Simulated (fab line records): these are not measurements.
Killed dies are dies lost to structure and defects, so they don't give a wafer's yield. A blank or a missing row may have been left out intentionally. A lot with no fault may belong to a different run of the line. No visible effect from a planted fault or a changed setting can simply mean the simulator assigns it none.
fab line records	flow sky130
record: lots: 9	wafers: 27	lastDay: 51
route steps=708 shown LDD_HVN@276 SD_P@359 LOCAL_INTERCONNECT@389 METAL1@452 PAD_OPEN@708
lots untouched by any fault: they come from a run of this same line in which no faults occurred
startH: start of the lot's first displayed wafer, in hours after the record's first day	waitH: hours from the lot's prior step to this one	" identical to the entry in the row above	L1.1+2: a row that stands for several wafers	- no value present, or no start provided	* or withheld: withheld	< > ~ a bound
route shown NAME@n: a module of which the file shows steps, and the number in the route of the first	usual: average and standard deviation across the fault-free wafers	same: alike in all rows	chamber/n: place in a boat	sites: per-site readings	_std_site: standard deviation of those values	_edge_site: inner sites' mean taken away from outer sites' mean	radiusMm: for every site, how far away it sits from the centre of the wafer	mask NAME#n: copy n	behind: the most recent tool/chamber to have shaped the wafer	hold: why the lot was held/for how many hours/how that ended	device: whichever transistor did not switch (one of n, p or np)	end of line: the same wafers' tests at the end of the route	step lacking rows: just its recipe	killed: dies lost to structure and defects at the first sort, not the wafer's yield	map: a wafer's dies, marking killed ones x, the rest . and places with no die _
set.NAME: setting as actually run; set.NAME@STEP: the setting as run at that earlier step	model.NAME: the simulator's own value behind a step, which no gauge read
one table for each step of the route and one row for each wafer, over a sample of lots
services: the hour from which a tool's chamber was out of use, counted from the record's first day as startH (under 0 if before that day), plus the number of hours and why
== steps ==
step: SKY_LDD_HVN_STRIP_09
recipe: chemistry: O2/N2	powerW: 1400	pressureMtorr: 1500	platenTempC: withheld	o2FlowSccm: 3000	n2FlowSccm: 300	overashFraction: 0.5
usual: drypumpMotorCurrentA: 5.2/0.33	oesProductAu: 0.409/0.004	stripTimeToEndpointS: 4.137/0.015
lot.wafer	tool	chamber	startH	waitH	drypumpMotorCurrentA	oesProductAu	rfHoursCounterH	stripTimeToEndpointS
L667.2	plasmaAsher-02	1	467.45	0.1	5.4	0.403	63	4.131
L667.3	"	0	"	"	5.1	0.416	-	4.155
L667.4	"	1	"	"	5.4	0.410	-	4.131
L670.2	plasmaAsher-01	1	497.05	0.1	4.6	0.407	37	4.145
L670.5	"	0	"	"	5.9	0.411	-	4.146
L670.6	"	1	"	"	4.6	0.411	-	4.129
L675.1	plasmaAsher-02	0	549.80	0.1	5.1	0.411	72	4.140
L675.3	"	0	"	"	5.1	0.407	-	4.114
L675.5	"	0	"	"	5.1	0.405	-	4.130
L676.1	plasmaAsher-01	1	562.35	0.1	4.6	0.410	43	4.146
L676.5	"	0	"	"	5.9	0.405	-	4.170
L676.6	"	1	"	"	4.7	0.415	-	4.151
L678.1	plasmaAsher-02	0	578.95	0.1	5.1	0.412	74	4.152
L678.4	"	0	"	"	5.1	0.410	-	4.147
L678.5	"	1	"	"	5.4	0.410	-	4.132
L684.3	plasmaAsher-01	1	620.43	0.1	4.6	0.407	-	4.116
L684.4	"	0	"	"	5.9	0.410	-	4.115
L684.6	"	0	"	"	5.9	0.412	-	4.127
L686.1	plasmaAsher-04	1	653.85	0.1	5.2	0.407	98	4.116
L686.2	"	0	"	"	4.9	0.404	98	4.127
L686.6	"	0	"	"	4.9	0.400	-	4.107
L687.1	plasmaAsher-02	0	664.84	0.1	5.1	0.410	83	4.128
L687.4	"	1	"	"	5.4	0.415	-	4.144
L687.5	"	1	"	"	5.4	0.407	-	4.128
L689.4	plasmaAsher-01	0	675.14	0.1	5.9	0.409	-	4.128
L689.5	"	0	"	"	5.9	0.401	-	4.138
L689.6	"	1	"	"	4.6	0.410	-	4.122
step: SKY_SD_N_RS_MEAS_17
recipe: thkMeasGauge: four-point-probe
usual: SD_P_RS: 147.1/0.37
lot.wafer	tool	chamber	startH	waitH	SD_P_RS[ohm/sq]
L667.2	filmMetro-04	-	654.50	0.1	147.1
L667.3	"	-	"	"	147.0
L667.4	"	-	"	"	146.9
L670.2	filmMetro-03	-	679.99	0.1	146.8
L670.5	"	-	"	"	147.6
L670.6	"	-	"	"	147.3
L675.1	filmMetro-04	-	729.17	0.1	146.8
L675.3	"	-	"	"	147.4
L675.5	"	-	"	"	147.1
L676.1	filmMetro-02	-	739.27	0.1	146.7
L676.5	"	-	"	"	146.8
L676.6	"	-	"	"	146.8
L678.1	filmMetro-02	-	754.68	0.1	147.6
L678.4	"	-	"	"	147.4
L678.5	"	-	"	"	147.4
L684.3	filmMetro-04	-	793.33	0.1	146.6
L684.4	"	-	"	"	146.9
L684.6	"	-	"	"	146.4
L686.1	filmMetro-02	-	824.32	0.1	147.3
L686.2	"	-	"	"	147.7
L686.6	"	-	"	"	146.9
L687.1	filmMetro-03	-	833.02	0.1	146.9
L687.4	"	-	"	"	147.1
L687.5	"	-	"	"	147.4
L689.4	filmMetro-04	-	844.29	0.1	147.0
L689.5	"	-	"	"	147.1
L689.6	"	-	"	"	146.8
step: SKY_LOCAL_INTERCONNECT_THK_MEAS_02
recipe: thkMeasGauge: xrf	reads: TiN_of_LOCAL_INTERCONNECT_SPUTTER_00
usual: LOCAL_INTERCONNECT_TIN_THK: 99.9/1.3
lot.wafer	tool	chamber	startH	waitH	LOCAL_INTERCONNECT_TIN_THK[nm]
L667.2	filmMetro-01	-	685.37	0.1	102.8
L667.3	"	-	"	"	101.2
L667.4	"	-	"	"	102.3
L670.2	filmMetro-01	-	710.47	0.1	100.1
L670.5	"	-	"	"	99.7
L670.6	"	-	"	"	100.1
L675.1	filmMetro-02	-	759.06	0.1	98.4
L675.3	"	-	"	"	99.7
L675.5	"	-	"	"	100.8
L676.1	filmMetro-01	-	770.23	0.1	97.9
L676.5	"	-	"	"	97.7
L676.6	"	-	"	"	98.4
L678.1	filmMetro-01	-	784.46	0.1	99.6
L678.4	"	-	"	"	99.2
L678.5	"	-	"	"	99.8
L684.3	filmMetro-02	-	823.13	0.1	99.8
L684.4	"	-	"	"	101.3
L684.6	"	-	"	"	101.9
L686.1	filmMetro-02	-	853.41	0.1	99.3
L686.2	"	-	"	"	99.8
L686.6	"	-	"	"	99.3
L687.1	filmMetro-01	-	862.01	0.1	100.6
L687.4	"	-	"	"	101.2
L687.5	"	-	"	"	100.0
L689.4	filmMetro-01	-	873.36	0.1	100.7
L689.5	"	-	"	"	99.5
L689.6	"	-	"	"	98.3
step: SKY_METAL1_ETCH_18
recipe: chemistry: N2/H2	target: BARC	ionEnergyEv: 200	biasW: 100	pressureMtorr: 30	n2FlowSccm: 100	h2FlowSccm: 200	icpW: 500	stopOn: SiO2	timeS: 45.9	targetDepthA: 600
usual: biasW: 100.1/0.31	chamberPressureMTorr: 30.00/0.03	drypumpMotorCurrentA: 5.80/0.27	oesProductAu: 0.854/0.0047	rfFwdPowerW: 495.2/2.3	throttleValvePct: 13.224/0.0096	timeS: 45.9/0
lot.wafer	tool	chamber	startH	waitH	biasW	chamberPressureMTorr	drypumpMotorCurrentA	oesProductAu	rfFwdPowerW	rfHoursCounterH	throttleValvePct	timeS
L667.2	rieMetal-01	0	773.30	0.0	100.0	29.98	5.72	0.847	494.3	4	13.221	45.9
L667.3	"	0	"	"	100.0	30.05	5.73	0.853	493.8	-	13.230	45.9
L667.4	"	1	"	"	100.5	30.00	5.88	0.856	495.7	-	13.223	45.9
L670.2	rieMetal-02	0	796.66	0.0	99.9	29.99	6.04	0.854	497.5	11	13.221	45.9
L670.5	"	1	"	"	100.2	29.98	5.48	0.857	487.7	-	13.230	45.9
L670.6	"	0	"	"	100.4	30.01	6.07	0.852	498.0	-	13.224	45.9
L675.1	rieMetal-02	1	843.78	0.0	-	-	-	-	-	-	-	-
L675.3	"	1	"	"	-	-	-	-	-	-	-	-
L675.5	"	0	"	"	-	-	-	-	-	-	-	-
L676.1	rieMetal-03	1	854.06	0.0	-	-	-	-	-	-	-	-
L676.5	"	1	"	"	-	-	-	-	-	-	-	-
L676.6	"	0	"	"	-	-	-	-	-	-	-	-
L678.1	rieMetal-02	1	868.60	0.0	100.1	29.99	5.51	0.851	494.5	10	13.225	45.9
L678.4	"	1	"	"	99.8	30.00	5.51	0.859	494.6	-	13.226	45.9
L678.5	"	1	"	"	99.8	29.99	5.51	0.851	491.6	-	13.217	45.9
L684.3	rieMetal-01	0	907.17	0.0	100.1	29.96	5.69	0.858	494.0	-	13.221	45.9
L684.4	"	1	"	"	100.3	30.02	5.85	0.856	494.4	-	13.210	45.9
L684.6	"	1	"	"	100.1	30.00	5.86	0.853	493.5	-	13.212	45.9
L686.1	rieMetal-02	0	933.91	0.0	99.7	29.97	6.07	0.853	497.6	16	13.221	45.9
L686.2	"	1	"	"	100.2	30.02	5.48	0.857	489.4	13	13.226	45.9
L686.6	"	1	"	"	99.8	30.02	5.50	0.854	491.5	-	13.241	45.9
L687.1	rieMetal-02	0	941.86	0.0	99.3	30.01	6.05	0.848	495.6	17	13.245	45.9
L687.4	"	0	"	"	99.4	30.00	6.05	0.853	496.3	-	13.238	45.9
L687.5	"	0	"	"	100.4	30.04	6.05	0.857	498.3	-	13.204	45.9
L689.4	rieMetal-03	0	952.77	0.0	100.0	29.99	5.47	0.844	495.3	-	13.211	45.9
L689.5	"	0	"	"	99.8	29.98	5.48	0.855	496.8	-	13.231	45.9
L689.6	"	1	"	"	100.1	29.97	6.31	0.847	495.8	-	13.215	45.9
step: SKY_METAL1_METAL_ETCH_19
recipe: targetDepthA: 3600	stopOn: SiO2	overEtchFrac: 0.3	timeS: 78	chemistry: Cl2/BCl3	resistSidewallDeg: 88	pressureMtorr: 10	icpW: 900	biasW: 48.5	Cl2_flow_sccm: 60	bcl3FlowSccm: 30
usual: bcl3FlowSccm: 30.00/0.089	biasW: 48.50/0.14	drypumpMotorCurrentA: 5.79/0.27	oesProductAu: 0.854/0.0055	rfFwdPowerW: 893/3.4	throttleValvePct: 22.263/0.0093
same: timeS: 78
lot.wafer	tool	chamber	startH	waitH	bcl3FlowSccm	biasW	drypumpMotorCurrentA	oesProductAu	rfFwdPowerW	rfHoursCounterH	throttleValvePct
L667.2	rieMetal-01	0	773.37	0.0	30.07	48.52	5.73	0.848	887	4	22.272
L667.3	"	0	"	"	29.98	48.50	5.72	0.849	892	-	22.248
L667.4	"	1	"	"	29.89	48.55	5.83	0.849	893	-	22.260
L670.2	rieMetal-02	0	796.72	0.0	29.86	48.10	6.05	0.843	895	11	22.277
L670.5	"	1	"	"	30.01	48.43	5.45	0.848	887	-	22.266
L670.6	"	0	"	"	29.88	48.40	6.07	0.851	894	-	22.256
L675.1	rieMetal-02	1	843.85	0.0	30.03	48.71	5.48	0.379	892	9	22.266
L675.3	"	1	"	"	30.04	48.43	5.48	0.383	886	-	22.264
L675.5	"	0	"	"	30.27	48.37	6.06	0.371	897	-	22.256
L676.1	rieMetal-03	1	854.12	0.0	29.94	48.37	6.30	0.379	893	4	22.269
L676.5	"	1	"	"	30.09	48.39	6.27	0.374	893	-	22.253
L676.6	"	0	"	"	30.00	48.68	5.47	0.376	896	-	22.270
L678.1	rieMetal-02	1	868.66	0.0	30.12	48.45	5.48	0.852	893	10	22.263
L678.4	"	1	"	"	29.97	48.47	5.47	0.856	889	-	22.266
L678.5	"	1	"	"	30.10	48.53	5.47	0.845	895	-	22.257
L684.3	rieMetal-01	0	907.25	0.1	29.98	48.46	5.73	0.855	891	-	22.268
L684.4	"	1	"	"	30.00	48.42	5.84	0.851	896	-	22.265
L684.6	"	1	"	"	30.14	48.65	5.87	0.852	895	-	22.248
L686.1	rieMetal-02	0	933.97	0.0	30.14	48.45	6.06	0.847	895	16	22.238
L686.2	"	1	"	"	30.06	48.34	5.47	0.853	887	13	22.274
L686.6	"	1	"	"	29.99	48.36	5.48	0.853	888	-	22.269
L687.1	rieMetal-02	0	941.92	0.0	30.01	48.53	6.08	0.854	896	17	22.268
L687.4	"	0	"	"	29.99	48.36	6.04	0.851	896	-	22.246
L687.5	"	0	"	"	29.86	48.39	6.04	0.853	897	-	22.260
L689.4	rieMetal-03	0	952.85	0.1	30.10	48.60	5.46	0.855	892	-	22.256
L689.5	"	0	"	"	30.04	48.39	5.46	0.846	892	-	22.265
L689.6	"	1	"	"	30.07	48.31	6.30	0.860	897	-	22.250
step: SKY_METAL1_STRIP_20
recipe: chemistry: O2/N2	powerW: 1400	pressureMtorr: 1500	platenTempC: withheld	o2FlowSccm: 3000	n2FlowSccm: 300	overashFraction: 0.5
usual: drypumpMotorCurrentA: 5.2/0.4	oesProductAu: 0.342/0.0049	stripTimeToEndpointS: 2.68/0.05
lot.wafer	tool	chamber	startH	waitH	drypumpMotorCurrentA	oesProductAu	rfHoursCounterH	stripTimeToEndpointS
L667.2	plasmaAsher-04	1	773.46	0.1	5.2	0.341	3	2.67
L667.3	"	1	"	"	5.2	0.338	-	2.67
L667.4	"	0	"	"	4.9	0.340	-	2.58
L670.2	plasmaAsher-01	1	796.81	0.1	4.6	0.336	66	2.63
L670.5	"	1	"	"	4.7	0.348	-	2.74
L670.6	"	0	"	"	5.9	0.339	-	2.67
L675.1	plasmaAsher-04	0	843.94	0.1	4.9	0.357	10	3.15
L675.3	"	1	"	"	5.2	0.361	-	3.21
L675.5	"	1	"	"	5.2	0.366	-	3.17
L676.1	plasmaAsher-01	0	854.21	0.1	5.9	0.366	72	3.20
L676.5	"	1	"	"	4.6	0.363	-	3.19
L676.6	"	0	"	"	5.9	0.360	-	3.19
L678.1	plasmaAsher-01	1	868.75	0.1	4.6	0.349	73	2.72
L678.4	"	1	"	"	4.6	0.345	-	2.68
L678.5	"	0	"	"	5.9	0.334	-	2.70
L684.3	plasmaAsher-04	0	907.34	0.1	4.9	0.347	-	2.59
L684.4	"	1	"	"	5.2	0.339	-	2.59
L684.6	"	1	"	"	5.2	0.342	-	2.59
L686.1	plasmaAsher-04	0	934.06	0.1	4.9	0.342	20	2.69
L686.2	"	1	"	"	5.2	0.350	20	2.74
L686.6	"	1	"	"	5.2	0.346	-	2.74
L687.1	plasmaAsher-04	0	942.01	0.1	4.9	0.345	20	2.69
L687.4	"	1	"	"	5.2	0.347	-	2.72
L687.5	"	0	"	"	4.9	0.349	-	2.70
L689.4	plasmaAsher-01	1	952.94	0.1	4.6	0.343	-	2.74
L689.5	"	0	"	"	5.9	0.338	-	2.75
L689.6	"	1	"	"	4.6	0.345	-	2.74
step: SKY_PAD_OPEN_PROBE_99
usual: defectLimitedYield: 82.3/1.8	killed_at_M0_to_M3: 43/6	killed_at_M4_up: 3.2/1.9	killedAtContacts: 25/5.4	killedAtFrontEnd: 15/4.5	killedAtOther: 0.3/0.59	killedDies: 87/8.7	killedOnRim: 17/3.5	killedOpen: 47/6.7	killedShort: 39/5.7	sort_bin_3_pad_short: 0.9/0.43	sort_bin_5_function: 10.4/1.4	sort_bin_6_memory: 6.4/1.2	sortNPass: 405/8.7	sortYieldPct: 82.3/1.8
same: grossDies: 492	killedAtBackSide: 0	sort_bin_4_leakage[%]: 0	sort_bin_8_speed[%]: 0
lot.wafer	tool	chamber	startH	waitH	defectLimitedYield[%]	killed_at_M0_to_M3	killed_at_M4_up	killedAtContacts	killedAtFrontEnd	killedAtOther	killedDies	killedOnRim	killedOpen	killedShort	sort_bin_3_pad_short[%]	sort_bin_5_function[%]	sort_bin_6_memory[%]	sortNPass	sortYieldPct[%]
L675.1	prober-02	-	1140.06	0.1	0	454	4	22	12	0	492	96	38	36	1.2	94.3	4.5	0	0
L675.3	prober-02	-	1140.16	0.2	0	444	1	31	15	1	492	96	60	31	0.4	91.7	7.9	0	0
L675.5	prober-02	-	1140.26	0.2	0	457	1	16	18	0	492	96	42	32	0.6	92.9	6.5	0	0
L676.1	prober-01	-	1159.23	0.1	0	443	2	36	10	1	492	96	49	35	0.8	94.5	4.7	0	0
L676.5	prober-01	-	1159.43	0.2	0	440	7	33	12	0	492	96	52	48	1.0	93.3	5.7	0	0
L676.6	prober-01	-	1159.48	0.2	0	454	4	21	13	0	492	96	45	34	1.4	93.5	5.1	0	0
killed by level:class
L675.1 METAL1:areaEtch=418 VIA1:geometricParticle:open=12 CONTACT:geometricParticle:open=9 VIA2:geometricParticle:open=6 LI_CONTACT:geometricParticle:open=5 POLY_GATE:geometricParticle:short=4 METAL4:geometricParticle:short=4 METAL2:geometricParticle:short=4
L675.3 METAL1:areaEtch=401 CONTACT:geometricParticle:open=14 VIA1:geometricParticle:open=13 LI_CONTACT:geometricParticle:open=9 VIA2:geometricParticle:open=8 METAL1:geometricParticle:short=7 FIELD_ISO:geometricParticle:open=6 VIA3:geometricParticle:open=5
L675.5 METAL1:areaEtch=418 VIA1:geometricParticle:open=9 FIELD_ISO:geometricParticle:short=8 VIA3:geometricParticle:open=7 FIELD_ISO:geometricParticle:open=6 METAL2:geometricParticle:short=6 LI_CONTACT:geometricParticle:open=5 VIA2:geometricParticle:short=5
L676.1 METAL1:areaEtch=408 LI_CONTACT:geometricParticle:open=13 CONTACT:geometricParticle:open=8 VIA1:geometricParticle:open=7 LOCAL_INTERCONNECT:geometricParticle:short=6 CONTACT:geometricParticle:short=6 METAL1:geometricParticle:short=6 VIA3:geometricParticle:open=6
L676.5 METAL1:areaEtch=392 VIA1:geometricParticle:open=12 CONTACT:geometricParticle:open=11 VIA2:geometricParticle:open=10 LOCAL_INTERCONNECT:geometricParticle:short=6 METAL1:geometricParticle:short=6 LI_CONTACT:geometricParticle:short=5 CONTACT:geometricParticle:short=5
L676.6 METAL1:areaEtch=413 VIA1:geometricParticle:open=11 VIA3:geometricParticle:open=8 CONTACT:geometricParticle:short=6 CONTACT:geometricParticle:open=5 METAL1:geometricParticle:short=5 LI_CONTACT:geometricParticle:open=4 LOCAL_INTERCONNECT:geometricParticle:short=4
== services ==
tool	chamber	startH	hours	kind
rieMetal-02	1	501.21	-	clean
rieMetal-02	1	501.21	25.8	scheduledDown
rieMetal-02	1	501.21	25.8	ventCycle
plasmaAsher-02	-	528.27	0.7	repair
rieMetal-01	0	544.72	1.5	repair
rieMetal-01	-	547.95	0.7	repair
rieMetal-01	-	551.06	0.2	repair
rieMetal-01	-	553.51	2.8	pm
rieMetal-03	-	593.00	2.8	pm
rieMetal-03	-	628.39	4.0	pm
rieMetal-02	-	653.93	13.0	repair
rieMetal-03	0	658.37	9.2	repair
rieMetal-01	-	672.79	14.6	pm
rieMetal-01	-	711.33	1.4	pm
rieMetal-02	-	715.94	0.7	repair
plasmaAsher-01	-	723.63	6.1	repair
plasmaAsher-04	-	733.75	9.0	pm
plasmaAsher-04	0	733.75	9.0	ventCycle
plasmaAsher-04	1	733.75	9.0	ventCycle
plasmaAsher-02	-	752.37	9.5	pm
plasmaAsher-01	-	805.76	2.8	pm
plasmaAsher-01	-	833.46	3.6	repair
rieMetal-02	-	856.83	0.1	repair
plasmaAsher-02	-	907.05	1.3	repair
== key ==
firstSign: step: SKY_METAL1_ETCH_18	reading: toolRecord	direction: missing
effect: step: SKY_METAL1_METAL_ETCH_19	reading: oesProductAu	direction: down	sigmas: 86	usual: 0.854	struck: 0.377
effect: step: SKY_METAL1_STRIP_20	reading: stripTimeToEndpointS	direction: up	sigmas: 10	usual: *	struck: *
effect: step: SKY_PAD_OPEN_PROBE_99	reading: killed_at_M0_to_M3	direction: up	sigmas: 68	usual: 43	struck: 449
moreKillsBornAt: SKY_METAL1_ETCH_18@rieMetal-02: 1237	SKY_METAL1_ETCH_18@rieMetal-03: 1213
metAt SKY_METAL1_ETCH_18
struckLots L675,L676
laterRowsLeftOut L675.1,L675.3,L675.5,L676.1,L676.5,L676.6
notActingAt SKY_LDD_HVN_STRIP_09,SKY_SD_N_RS_MEAS_17,SKY_LOCAL_INTERCONNECT_THK_MEAS_02
onsetBetween 796.66 843.78
fault: kind: skippedStepWhole	tool: rieMetal-02,rieMetal-03	chamber: -	onsetH: 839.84	steps: SKY_METAL1_ETCH_18	scope: struckLotsOnly
laterRowsLeftOut: the simulator's readings of these wafers behind a module that went badly wrong aren't trusted and aren't shown, but for the sort
